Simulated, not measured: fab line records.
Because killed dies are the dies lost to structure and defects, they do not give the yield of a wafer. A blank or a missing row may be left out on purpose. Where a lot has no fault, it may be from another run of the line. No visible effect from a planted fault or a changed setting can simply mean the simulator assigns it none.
fab line records	flow sfqLine
[record] lots = 13	wafers = 39	lastDay = 83
route steps=325 shown M1@68 I1@74 I3@133 M7@293
lots that met no fault: taken from a fault-free run of the same line
startH: hours from the record's opening day to when the first of the lot's shown wafers began	waitH: time in hours since the lot's previous step	" repeats the value in the row above	L1.1+2: a row that stands for several wafers	- no value, or no start given	* or withheld: withheld	< > ~ a bound
route shown NAME@n: a module of which the file shows steps, and the number in the route of the first	usual: the fault-free wafers' mean and standard deviation	same: alike in all rows	chamber/n: place in a boat	sites: readings site by site	_std_site: their standard deviation	_edge_site: outer sites' mean less inner sites'	radiusMm: for every site, how far away it sits from the centre of the wafer	mask NAME#n: copy n	behind: the last tool/chamber to shape the wafer	hold: cause of the lot's hold/its duration in hours/its outcome	device: names the non-switching transistor (n, p or np)	end of line: the route-end tests of the same wafers	a step with no rows: only its recipe	killed: not the wafer's yield, but the dies lost to structure and defects at the first sort	map: dies across one wafer; x = killed, . = not, _ = none there
set.NAME: the run value of the setting; set.NAME@STEP: its run value at that earlier step	model.NAME: the simulator's own value behind a step, which no gauge read
a sample of lots followed through the steps of the route, with each step as a table and each wafer as a row
services: a tool's chamber out of use, with start hour (startH, from the record's first day; less than 0 if before it), hours out, and reason
[[steps]]
[step SFQ_M1_OVL_MEAS_911]
[usual] M1_OVL = 3/5.5
lot.wafer	tool	chamber	startH	waitH	M1_OVL[nm]
L275.1	overlay-01	-	505.33	0.1	14
L275.4	"	-	"	"	8
L275.6	"	-	"	"	1
L278.3	overlay-02	-	572.14	0.1	9
L278.5	"	-	"	"	8
L278.6	"	-	"	"	2
L287.1	overlay-02	-	653.98	0.1	-6
L287.5	"	-	"	"	-3
L287.6	"	-	"	"	7
L288.1	overlay-01	-	662.38	0.1	6
L288.2	"	-	"	"	-3
L288.5	"	-	"	"	4
L289.3	overlay-02	-	680.39	0.1	2
L289.4	"	-	"	"	12
L289.6	"	-	"	"	9
L290.1	overlay-02	-	687.58	0.1	4
L290.2	"	-	"	"	-5
L290.3	"	-	"	"	7
L291.1	overlay-01	-	708.11	0.1	2
L291.2	"	-	"	"	12
L291.5	"	-	"	"	0
L292.1	overlay-01	-	729.82	0.1	10
L292.2	"	-	"	"	-2
L292.5	"	-	"	"	5
L293.1	overlay-01	-	739.42	0.1	1
L293.5	"	-	"	"	-3
L293.6	"	-	"	"	5
L294.1	overlay-01	-	755.15	0.1	7
L294.4	"	-	"	"	2
L294.6	"	-	"	"	8
L295.1	overlay-01	-	759.95	0.1	-8
L295.3	"	-	"	"	-6
L295.5	"	-	"	"	-7
L297.2	overlay-02	-	774.36	0.1	3
L297.4	"	-	"	"	9
L297.6	"	-	"	"	-3
L298.1	overlay-02	-	780.35	0.1	8
L298.3	"	-	"	"	10
L298.5	"	-	"	"	7
[step SFQ_TRILAYER_I1_CMP_CMP_046]
[recipe] material = SiO2	downForcePsi = 3	platenRpm = 60	padVelocityMS = 0.94248
[usual] edgeZonePressureFrac = 1.000/0.0053	motorCurrentA = 9.4/0.84	timeToEndpointS = 213/8.6
lot.wafer	tool	chamber	startH	waitH	edgeZonePressureFrac	motorCurrentA	timeToEndpointS
L275.1	cmp-02	3	506.94	0.6	1.004	9.4	214
L275.4	"	1	507.94	1.5	1.011	9.7	220
L275.6	"	2	"	"	0.996	8.7	223
L278.3	cmp-02	0	574.38	1.0	1.005	8.9	168
L278.5	"	2	575.38	2.0	1.008	8.4	214
L278.6	"	3	"	"	0.997	9.6	203
L287.1	cmp-01	1	660.35	5.3	1.001	8.8	210
L287.5	"	0	661.85	6.8	1.001	9.4	224
L287.6	"	1	"	"	1.015	8.8	212
L288.2	cmp-02	3	669.07	5.6	0.987	9.4	189
L288.1	"	0	"	"	0.995	8.9	203
L288.5	"	3	671.07	7.6	0.993	9.4	194
L289.4	cmp-01	0	681.95	0.5	1.003	9.4	220
L289.3	"	1	"	"	1.007	8.9	227
L289.6	"	3	683.45	2.0	1.003	10.8	223
L290.3	cmp-01	2	689.33	0.5	1.000	9.6	198
L290.2	"	3	"	"	0.994	10.5	201
L290.1	"	0	"	"	1.008	9.7	212
L291.1	cmp-02	0	714.46	5.3	1.008	8.7	211
L291.2	"	1	"	"	1.001	9.9	217
L291.5	"	2	"	"	1.000	8.3	223
L292.2	cmp-01	1	735.68	4.8	1.003	8.4	197
L292.1	"	2	"	"	1.010	9.4	205
L292.5	"	0	737.18	6.3	0.992	9.7	220
L293.1	cmp-02	3	742.36	1.9	0.998	9.6	192
L293.6	"	3	744.36	3.8	1.003	9.7	203
L293.5	"	0	"	"	1.002	8.2	208
L294.4	cmp-02	2	756.24	0.0	1.000	8.5	214
L294.1	"	3	"	"	1.009	10.1	200
L294.6	"	3	758.74	2.5	1.002	9.7	207
L295.3	cmp-02	2	762.74	1.8	0.988	8.1	212
L295.1	"	0	763.74	2.8	0.993	8.8	206
L295.5	"	2	764.74	3.7	0.993	8.3	223
L297.2	cmp-02	3	783.74	8.4	0.992	9.3	209
L297.4	"	1	784.74	9.3	1.005	10.1	219
L297.6	"	2	"	"	0.997	8.0	217
L298.3	cmp-02	2	792.74	11.3	0.998	8.6	222
L298.1	"	0	793.74	12.3	0.996	8.6	217
L298.5	"	2	794.74	13.3	1.000	8.0	223
[step SFQ_TRILAYER_I1_METRO_MEASURE_047]
[usual] thkNm = 199.7/1.2
lot.wafer	tool	chamber	startH	waitH	thkNm
L275.1	filmMetro-04	-	509.56	0.1	198.5
L275.4	"	-	"	"	200.6
L275.6	"	-	"	"	200.4
L278.3	filmMetro-01	-	576.90	0.5	249.8
L278.5	"	-	"	"	199.4
L278.6	"	-	"	"	197.8
L287.1	filmMetro-01	-	662.97	0.1	200.0
L287.5	"	-	"	"	200.2
L287.6	"	-	"	"	200.3
L288.1	filmMetro-02	-	671.69	0.1	199.9
L288.2	"	-	"	"	197.6
L288.5	"	-	"	"	197.2
L289.3	filmMetro-01	-	684.97	0.5	199.6
L289.4	"	-	"	"	199.9
L289.6	"	-	"	"	200.2
L290.1	filmMetro-02	-	691.95	0.1	198.0
L290.2	"	-	"	"	199.7
L290.3	"	-	"	"	198.7
L291.1	filmMetro-02	-	716.58	0.1	198.1
L291.2	"	-	"	"	198.0
L291.5	"	-	"	"	199.5
L292.1	filmMetro-02	-	737.80	0.1	198.0
L292.2	"	-	"	"	198.6
L292.5	"	-	"	"	198.2
L293.1	filmMetro-04	-	745.48	0.1	197.0
L293.5	"	-	"	"	199.8
L293.6	"	-	"	"	197.9
L294.1	filmMetro-02	-	759.36	0.1	198.3
L294.4	"	-	"	"	198.8
L294.6	"	-	"	"	197.6
L295.1	filmMetro-02	-	765.36	0.1	200.9
L295.3	"	-	"	"	200.0
L295.5	"	-	"	"	199.2
L297.2	filmMetro-01	-	786.56	0.3	200.0
L297.4	"	-	"	"	200.4
L297.6	"	-	"	"	200.7
L298.1	filmMetro-01	-	795.36	0.1	201.7
L298.3	"	-	"	"	200.2
L298.5	"	-	"	"	200.0
[step SFQ_TRILAYER_I1_VIA_ETCH_VIA_ETCH_052]
[recipe] target = SiO2	stopOn = Nb	maskMaterial = PR	taperDeg = 20	chemistry = CHF3	targetDepthNm = 260	sourceW = 500	biasW = 80	pressureMtorr = 30	timeS = withheld
[usual] drypumpMotorCurrentA = 5.6/0.4	oesProductAu = 0.854/0.0055
lot.wafer	tool	chamber	startH	waitH	drypumpMotorCurrentA	oesProductAu
L275.1	rieDiel-02	0	513.09	0.0	5.7	0.858
L275.4	"	1	"	"	5.1	0.855
L275.6	"	2	"	"	5.0	0.862
L278.3	rieDiel-02	3	580.03	0.0	6.1	0.968
L278.5	"	2	"	"	5.0	0.860
L278.6	"	1	"	"	5.1	0.846
L287.1	rieDiel-01	1	666.50	0.0	5.4	0.851
L287.5	"	1	"	"	5.4	0.858
L287.6	"	3	"	"	6.0	0.853
L288.1	rieDiel-01	3	675.23	0.0	5.9	0.862
L288.2	"	2	"	"	6.0	0.849
L288.5	"	2	"	"	6.1	0.847
L289.3	rieDiel-04	2	688.10	0.0	6.1	0.850
L289.4	"	3	"	"	5.6	0.856
L289.6	"	2	"	"	6.1	0.855
L290.1	rieDiel-02	2	696.51	0.0	5.0	0.851
L290.2	"	3	"	"	6.0	0.858
L290.3	"	0	"	"	5.7	0.856
L291.1	rieDiel-04	3	723.84	0.0	5.6	0.850
L291.2	"	1	"	"	6.0	0.851
L291.5	"	0	"	"	5.1	0.854
L292.1	rieDiel-01	1	741.33	0.0	5.4	0.851
L292.2	"	2	"	"	6.1	0.848
L292.5	"	0	"	"	6.0	0.843
L293.1	rieDiel-04	3	749.01	0.0	5.6	0.843
L293.5	"	0	"	"	5.2	0.853
L293.6	"	1	"	"	6.0	0.849
L294.1	rieDiel-02	2	794.38	0.0	5.0	0.841
L294.4	"	2	"	"	5.1	0.843
L294.6	"	0	"	"	5.7	0.853
L295.1	rieDiel-01	3	795.58	0.0	5.9	0.855
L295.3	"	0	"	"	6.0	0.855
L295.5	"	0	"	"	6.0	0.843
L297.2	rieDiel-02	0	797.98	0.0	5.7	0.848
L297.4	"	0	"	"	5.7	0.855
L297.6	"	2	"	"	5.0	0.858
L298.1	rieDiel-01	0	799.18	0.0	6.0	0.858
L298.3	"	1	"	"	5.4	0.856
L298.5	"	3	"	"	6.0	0.865
[step SFQ_TRILAYER_I3_DEP_PECVD_081]
[recipe] material = SiO2	tempC = 150	timeS = 111.11	pressureTorr = 2.4	rfW = 183.3	precursor = SiH4/N2O	targetThkNm = 500
[usual] heaterPowerW = 86/17	throttleValvePct = 23.9/1.5
lot.wafer	tool	chamber	startH	waitH	heaterPowerW	throttleValvePct
L275.1	pecvd-01	0	837.67	0.0	70	23.7
L275.4	"	2	"	"	64	23.8
L275.6	"	0	"	"	58	23.8
L278.3	pecvd-01	2	865.91	0.0	77	23.7
L278.5	"	0	"	"	68	23.9
L278.6	"	2	"	"	79	23.9
L287.1	pecvd-04	2	976.01	0.0	107	25.0
L287.5	"	2	"	"	89	24.7
L287.6	"	0	"	"	98	25.4
L288.1	pecvd-02	0	981.92	0.0	82	22.4
L288.2	"	1	"	"	91	21.2
L288.5	"	2	"	"	73	23.1
L289.3	pecvd-02	1	998.27	0.0	87	21.1
L289.4	"	1	"	"	90	20.9
L289.6	"	2	"	"	76	22.9
L290.1	pecvd-01	0	1007.42	0.0	66	24.5
L290.2	"	2	"	"	77	24.4
L290.3	"	1	"	"	122	25.9
L291.1	pecvd-02	1	1021.51	0.0	91	21.3
L291.2	"	2	"	"	62	23.2
L291.5	"	0	"	"	80	22.4
L292.1	pecvd-02	0	1048.82	0.0	76	22.4
L292.2	"	2	"	"	65	23.1
L292.5	"	2	"	"	68	22.8
L293.1	pecvd-02	0	1198.03	0.0	79	23.0
L293.5	"	1	"	"	89	21.5
L293.6	"	2	"	"	74	23.1
L294.1	pecvd-04	2	1224.47	0.0	98	25.0
L294.4	"	0	"	"	93	25.4
L294.6	"	1	"	"	113	24.4
L295.1	pecvd-02	0	1228.07	0.0	80	23.2
L295.3	"	2	"	"	76	23.2
L295.5	"	0	"	"	65	23.3
L297.2	pecvd-01	0	1234.07	0.0	63	25.5
L297.4	"	0	"	"	68	25.4
L297.6	"	2	"	"	81	24.9
L298.1	pecvd-02	2	1236.47	0.0	69	23.4
L298.3	"	1	"	"	88	21.8
L298.5	"	0	"	"	81	23.1
[step SFQ_TRILAYER_M7_ETCH_METAL_ETCH_180]
[recipe] target = Nb	stopOn = SiO2	maskMaterial = PR	chemistry = Cl2/Ar	targetDepthNm = 240	icpW = 600	biasW = 80	pressureMtorr = 10	timeS = 120
[usual] drypumpMotorCurrentA = 5.4/0.33	oesProductAu = 0.892/0.0081
lot.wafer	tool	chamber	startH	waitH	drypumpMotorCurrentA	oesProductAu	rfHoursCounterH
L275.1	rieMetal-04	1	1602.58	0.1	5.2	0.884	81
L275.4	"	1	"	"	5.2	0.895	-
L275.6	"	1	"	"	5.2	0.882	-
L278.3	rieMetal-04	0	1729.51	0.1	5.5	0.891	-
L278.5	"	1	"	"	5.2	0.887	-
L278.6	"	0	"	"	5.5	0.887	-
L287.1	rieMetal-01	1	1803.39	0.0	6.1	0.905	83
L287.5	"	0	"	"	5.3	0.902	-
L287.6	"	1	"	"	6.1	0.890	-
L288.1	rieMetal-03	1	1806.99	0.0	5.7	0.891	84
L288.2	"	0	"	"	5.0	0.895	100
L288.5	"	1	"	"	5.7	0.893	-
L289.3	rieMetal-01	0	1813.03	0.1	5.3	0.884	-
L289.4	"	1	"	"	6.1	0.888	-
L289.6	"	0	"	"	5.3	0.898	-
L290.1	rieMetal-03	0	1817.79	0.0	5.0	0.882	102
L290.2	"	1	"	"	5.7	0.895	85
L290.3	"	0	"	"	5.0	0.899	-
L291.1	rieMetal-03	1	1820.19	0.0	5.7	0.889	85
L291.2	"	0	"	"	5.0	0.905	102
L291.5	"	0	"	"	5.0	0.896	-
L292.1	rieMetal-04	0	1825.17	0.0	5.5	0.886	98
L292.2	"	1	"	"	5.2	0.898	111
L292.5	"	0	"	"	5.5	0.886	-
L293.1	rieMetal-04	0	1827.57	0.0	5.5	0.906	99
L293.5	"	1	"	"	5.2	0.907	-
L293.6	"	0	"	"	5.5	0.878	-
L294.1	rieMetal-04	0	1865.79	0.0	5.5	0.892	104
L294.4	"	1	"	"	5.2	0.886	-
L294.6	"	1	"	"	5.2	0.887	-
L295.1	rieMetal-01	1	1870.59	0.0	6.1	0.893	93
L295.3	"	0	"	"	5.4	0.888	-
L295.5	"	0	"	"	5.4	0.898	-
L297.2	rieMetal-03	0	1886.44	0.0	5.0	0.885	111
L297.4	"	1	"	"	5.7	0.902	-
L297.6	"	1	"	"	5.7	0.885	-
L298.1	rieMetal-01	0	1887.64	0.0	5.3	0.875	46
L298.3	"	1	"	"	6.1	0.889	-
L298.5	"	0	"	"	5.4	0.898	-
[[services]]
tool	chamber	startH	hours	kind
cmp-02	-	521.63	2.2	repair
cmp-02	-	605.83	1.8	repair
cmp-02	-	650.33	12.2	pm
cmp-02	-	689.28	3.2	repair
cmp-02	-	716.46	4.9	pm
cmp-02	-	747.06	4.0	pm
cmp-02	-	819.75	0.6	repair
cmp-02	-	828.91	2.7	repair
cmp-02	-	984.59	4.2	pm
cmp-02	-	1082.25	5.5	pm
cmp-02	-	1087.75	4.0	pm
cmp-02	-	1087.95	5.0	repair
cmp-02	-	1091.09	3.0	repair
cmp-02	-	1172.41	0.5	repair
cmp-02	-	1247.41	0.8	repair
cmp-02	-	1266.13	1.9	repair
cmp-02	-	1271.10	0.8	repair
cmp-02	-	1338.12	0.6	repair
cmp-02	-	1347.77	7.1	repair
cmp-02	-	1352.29	3.1	repair
cmp-02	-	1415.22	1.3	repair
cmp-02	-	1428.55	4.0	pm
cmp-02	-	1441.24	1.4	repair
cmp-02	-	1451.62	5.9	pm
[[key]]
[firstSign] step = SFQ_TRILAYER_I1_CMP_CMP_046	reading = timeToEndpointS	direction = down	sigmas = 5.3	usual = *	struck = *
[effect] step = SFQ_TRILAYER_I1_METRO_MEASURE_047	reading = thkNm	direction = up	sigmas = 40	usual = 199.7	struck = 249.8
[effect] step = SFQ_TRILAYER_I1_VIA_ETCH_VIA_ETCH_052	reading = oesProductAu	direction = up	sigmas = 21	usual = 0.854	struck = 0.968
metAt SFQ_TRILAYER_I1_CMP_CMP_046
struckLots L278
struckWafers L278.3
notActingAt SFQ_M1_OVL_MEAS_911,SFQ_TRILAYER_I3_DEP_PECVD_081,SFQ_TRILAYER_M7_ETCH_METAL_ETCH_180
[fault] kind = processParameterDrift	tool = cmp-02	chamber = 0	onsetH = 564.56	steps = SFQ_TRILAYER_I1_CMP_CMP_046	channel = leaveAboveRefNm	offset = 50	shape = step	endH = 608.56	actsIn = theseRecipesOnly	stated = 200
